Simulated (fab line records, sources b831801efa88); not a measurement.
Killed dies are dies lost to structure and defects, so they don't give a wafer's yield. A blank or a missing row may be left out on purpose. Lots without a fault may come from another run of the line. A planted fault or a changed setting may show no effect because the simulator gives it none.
Which tool did it? | flow gf180mcu | 14 lots, 42 wafers sampled, at 4 steps of a route of 602

WHAT THE GAUGES READ, wafer by wafer
The record holds no reading of a measuring or inspecting step that can be judged against a usual standard deviation.

WHICH TOOL RAN EACH LOT (tool, then ch and the chambers of the sampled wafers, then the start)
lot  | GF_SAB_WET_ETCH_12              | GF_M2_SPUTTER_00             | GF_V2_CMP_04                  | GF_M3_SPUTTER_00
L741 | wet_bench-04 ch 0, day 15 03:12 | pvd_sputter-04, day 18 04:44 | cmp-01 ch 0,2,3, day 19 06:13 | pvd_sputter-03, day 20 09:00
L742 | wet_bench-01 ch 2, day 15 12:55 | pvd_sputter-02, day 18 15:16 | cmp-02 ch 0,1,2, day 19 16:43 | pvd_sputter-03, day 20 19:11
L744 | wet_bench-04 ch 3, day 16 10:12 | pvd_sputter-01, day 19 15:11 | cmp-01 ch 0,2,3, day 20 16:40 | pvd_sputter-02, day 21 18:17
L746 | wet_bench-01 ch 1, day 16 22:39 | pvd_sputter-01, day 20 02:59 | cmp-01 ch 1,2,3, day 21 04:46 | pvd_sputter-03, day 22 06:14
L745 | wet_bench-04 ch 0, day 16 23:19 | pvd_sputter-04, day 20 04:35 | cmp-01 ch 1,2,3, day 21 06:37 | pvd_sputter-04, day 22 08:28
L747 | wet_bench-04 ch 1, day 17 12:26 | pvd_sputter-01, day 20 18:46 | cmp-02 ch 0,3, day 21 20:05   | pvd_sputter-04, day 22 21:14
L748 | wet_bench-01 ch 2, day 17 15:51 | pvd_sputter-02, day 20 23:17 | cmp-02 ch 1,2,3, day 21 23:57 | pvd_sputter-02, day 23 01:14
L750 | wet_bench-04 ch 1, day 18 06:40 | pvd_sputter-04, day 21 12:37 | cmp-01 ch 1,2,3, day 22 13:41 | pvd_sputter-04, day 23 14:14
L751 | wet_bench-01 ch 0, day 18 19:53 | pvd_sputter-02, day 22 03:04 | cmp-01 ch 0,1,3, day 23 03:22 | pvd_sputter-04, day 24 03:41
L752 | wet_bench-04 ch 2, day 19 04:40 | pvd_sputter-04, day 22 11:13 | cmp-02 ch 1,2, day 23 11:36   | pvd_sputter-02, day 24 12:21
L755 | wet_bench-03 ch 1, day 20 05:58 | pvd_sputter-01, day 23 11:28 | cmp-02 ch 1,2, day 24 10:46   | pvd_sputter-04, day 25 10:40
L760 | wet_bench-03 ch 1, day 21 23:43 | pvd_sputter-01, day 25 02:08 | cmp-02 ch 1,2,3, day 26 00:22 | pvd_sputter-02, day 26 22:27
L762 | wet_bench-03 ch 3, day 22 13:21 | pvd_sputter-01, day 25 15:02 | cmp-02 ch 0,2,3, day 26 13:23 | pvd_sputter-03, day 27 12:31
L764 | wet_bench-04 ch 1, day 23 12:21 | pvd_sputter-02, day 26 11:14 | cmp-02 ch 1,2, day 27 08:05   | pvd_sputter-02, day 28 05:20
- GF_SAB_WET_ETCH_12: etches SiO2 in dHF, target depth 22 nm, time 440 s.
- GF_M2_SPUTTER_00: material Ti, target thk 37.5 nm, time 150 s.
- GF_V2_CMP_04: polishes SiO2.
- GF_M3_SPUTTER_00: material Ti, target thk 37.5 nm, time 150 s.

WHAT THE TOOLS THEMSELVES READ (means of the sampled wafers that have a number; where no wafer has one, the mark that the record gives instead)
GF_SAB_WET_ETCH_12.
lot  | tool         | run_length_s (s)
L741 | wet_bench-04 | 474
L742 | wet_bench-01 | 465
L744 | wet_bench-04 | 465
L746 | wet_bench-01 | 467
L745 | wet_bench-04 | 467
L747 | wet_bench-04 | 464
L748 | wet_bench-01 | 465
L750 | wet_bench-04 | 472
L751 | wet_bench-01 | 465
L752 | wet_bench-04 | 465
L755 | wet_bench-03 | 475
L760 | wet_bench-03 | 542
L762 | wet_bench-03 | 541
L764 | wet_bench-04 | 472

GF_M2_SPUTTER_00.
lot  | tool           | chamber_pressure_pa (Pa) | throttle_valve_pct (%)
L741 | pvd_sputter-04 | 1.996                    | 30.0
L742 | pvd_sputter-02 | 2.000                    | 29.2
L744 | pvd_sputter-01 | 1.999                    | 29.7
L746 | pvd_sputter-01 | 2.004                    | 29.6
L745 | pvd_sputter-04 | 1.999                    | 31.5
L747 | pvd_sputter-01 | 2.000                    | 29.7
L748 | pvd_sputter-02 | 1.999                    | 29.3
L750 | pvd_sputter-04 | 2.001                    | 31.1
L751 | pvd_sputter-02 | 2.000                    | 29.4
L752 | pvd_sputter-04 | 2.002                    | 31.2
L755 | pvd_sputter-01 | 1.999                    | 30.4
L760 | pvd_sputter-01 | 1.999                    | 29.5
L762 | pvd_sputter-01 | 2.003                    | 28.4
L764 | pvd_sputter-02 | 2.001                    | 30.0

GF_V2_CMP_04.
lot  | tool   | edge_zone_pressure_frac | head_pressure_psi (psi) | motor_current_A (A) | time_to_endpoint_s (s)
L741 | cmp-01 | 1.000                   | 3.996                   | 11.4                | 76
L742 | cmp-02 | 1.000                   | 4.003                   | 12.6                | 80
L744 | cmp-01 | 0.999                   | 4.000                   | 11.5                | 82
L746 | cmp-01 | 0.999                   | 4.004                   | 11.7                | 71
L745 | cmp-01 | 0.999                   | 4.001                   | 11.7                | 76
L747 | cmp-02 | 1.001                   | 4.010                   | 12.0                | 86
L748 | cmp-02 | 1.001                   | 4.000                   | 11.9                | 83
L750 | cmp-01 | 0.999                   | 3.995                   | 12.3                | 79
L751 | cmp-01 | 1.005                   | 4.004                   | 12.0                | 77
L752 | cmp-02 | 1.001                   | 4.009                   | 12.2                | 85
L755 | cmp-02 | 1.000                   | 4.012                   | 12.0                | 83
L760 | cmp-02 | 1.005                   | 3.999                   | 12.0                | 73
L762 | cmp-02 | 1.001                   | 3.998                   | 12.0                | 72
L764 | cmp-02 | 1.006                   | 3.994                   | 12.4                | 76

GF_M3_SPUTTER_00.
lot  | tool           | chamber_pressure_pa (Pa) | throttle_valve_pct (%)
L741 | pvd_sputter-03 | 1.999                    | 30.6
L742 | pvd_sputter-03 | 1.999                    | 30.6
L744 | pvd_sputter-02 | 1.998                    | 30.2
L746 | pvd_sputter-03 | 2.000                    | 30.1
L745 | pvd_sputter-04 | 2.000                    | 30.4
L747 | pvd_sputter-04 | 2.000                    | 31.1
L748 | pvd_sputter-02 | 1.995                    | 29.4
L750 | pvd_sputter-04 | 2.000                    | 29.1
L751 | pvd_sputter-04 | 1.996                    | 30.1
L752 | pvd_sputter-02 | 2.000                    | 29.3
L755 | pvd_sputter-04 | 2.001                    | 29.8
L760 | pvd_sputter-02 | 1.999                    | 30.6
L762 | pvd_sputter-03 | 1.999                    | 30.2
L764 | pvd_sputter-02 | 1.996                    | 30.1

THE ANSWER, worked out from the rows above alone
Rule: what is usual is taken from the lots themselves. Put in order of their means at a reading, lots are off if they are a third of the lots or fewer, leave a main group of 4 or more, and stand apart from it by a gap of 3 or more times the standard deviation of the main group's means; of several such gaps the widest counts. A main group whose means are all the same, to the digits that the tables above print for the reading, isn't used. A lot without any number at a reading at which 4 lots or more have one is off too. The other lots that the step has rows for count as sound. The gauges are gone through in route order, then the tools' own readings, and for those a lot's mean is taken as printed above. The first step at which some lot is off is used, and at that step the reading that is off furthest; a lot without a number counts as furthest.
Off: L760, L762, at GF_SAB_WET_ETCH_12 (run_length_s). The main group: mean 468 s, standard deviation 3.9.
A tool fits if, at that step or a process step before it, it ran every lot that is off, and no sound lot after the first of them. One fits: wet_bench-03 at GF_SAB_WET_ETCH_12. Its last sound lot is L755 (day 20 05:58), its first lot that is off L760 (day 21 23:43): a fault that began between those two fits.
The tool's own readings at GF_SAB_WET_ETCH_12 bear it out: on the lots that are off they differ by more than 5 times the standard deviation of the sound lots' means. run_length_s reads 542 s there against 468 s on the sound lots.

WHAT THE SIMULATOR HAD PUT IN
Process parameter drift: wet_bench-03, from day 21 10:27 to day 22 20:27, at GF_SAB_WET_ETCH_12. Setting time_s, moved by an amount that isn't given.
Lots struck among those shown: L760, L762. The rule above found the same.
